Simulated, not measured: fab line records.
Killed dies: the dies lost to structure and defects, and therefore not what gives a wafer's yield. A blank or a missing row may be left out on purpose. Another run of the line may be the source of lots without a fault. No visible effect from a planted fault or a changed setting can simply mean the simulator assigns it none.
One fault seen from 2 desks    flow gf180mcu    each desk has only its own numbers; what lay behind them comes last

== FROM THE METROLOGY DESK ==
Lot by lot, what the gauges showed, no matter which tool ran the lot: averages of those sampled wafers that carry a number. Any lot whose mean is over 4 standard deviations away from the usual mean is out of limits and marked OUT; that distance is given in the brackets.
Columns: A = V4_W_RS at GF_V4_RS_MEAS_24, usual 0.326 ohm/sq; B = V4_W_THK at GF_V4_THK_MEAS_25, usual 359 nm; C = MIM_CVD_05_THK at GF_MIM_THK_MEAS_06, usual 42.2 nm; D = MIM_ALCU_RS at GF_MIM_RS_MEAS_10, usual 0.1602 ohm/sq; E = MIM_ALCU_THK at GF_MIM_THK_MEAS_11, usual 199.5 nm; F = cd-nm at GF_M5_CD_MEAS_07, usual 280.2 nm; G = M5_OVL at GF_M5_OVL_MEAS_08, usual -1 nm
lot   first seen here  A      B    C     D       E      F      G
L591  day 24 06:16     0.326  356  42.0  0.1596  199.8  279.2  -0
L603  day 28 10:10     0.328  359  42.3  0.1566  203.2  281.8  -3
L604  day 28 21:36     0.324  364  43.1  0.1601  199.7  279.6  0
L609  day 29 22:46     0.325  358  42.4  0.1619  197.3  280.2  0
L614  day 31 06:25     0.326  360  42.2  0.1564  205.3  280.2  -2
Finding of this desk: none of the 5 lots has anything out of limits.

== THE TOOL OWNER'S DESK: pecvd-04 ==
The tool's own readings at GF_MIM_CVD_05 (deposits Si3N4, target thk 42 nm, time 29.086 s): means of the sampled wafers that have a number, for each lot that ran on this tool. Any lot whose mean is over 4 standard deviations away from the usual mean is out of limits and marked OUT; that distance is given in the brackets.
Columns: A = heater-power-outer-w at GF_MIM_CVD_05, usual 349 W; B = heater-power-w at GF_MIM_CVD_05, usual 611 W
lot   first seen here  A    B
L591  day 24 06:56     353  589
L603  day 28 10:50     325  590
L604  day 28 22:17     315  576
Finding of this desk: none of the 3 lots has anything out of limits.

== BROUGHT TOGETHER ==
Nothing out of limits was seen by the metrology desk.
The tool owner's desk saw nothing out of limits.

== WHAT THE SIMULATOR PUT IN ==
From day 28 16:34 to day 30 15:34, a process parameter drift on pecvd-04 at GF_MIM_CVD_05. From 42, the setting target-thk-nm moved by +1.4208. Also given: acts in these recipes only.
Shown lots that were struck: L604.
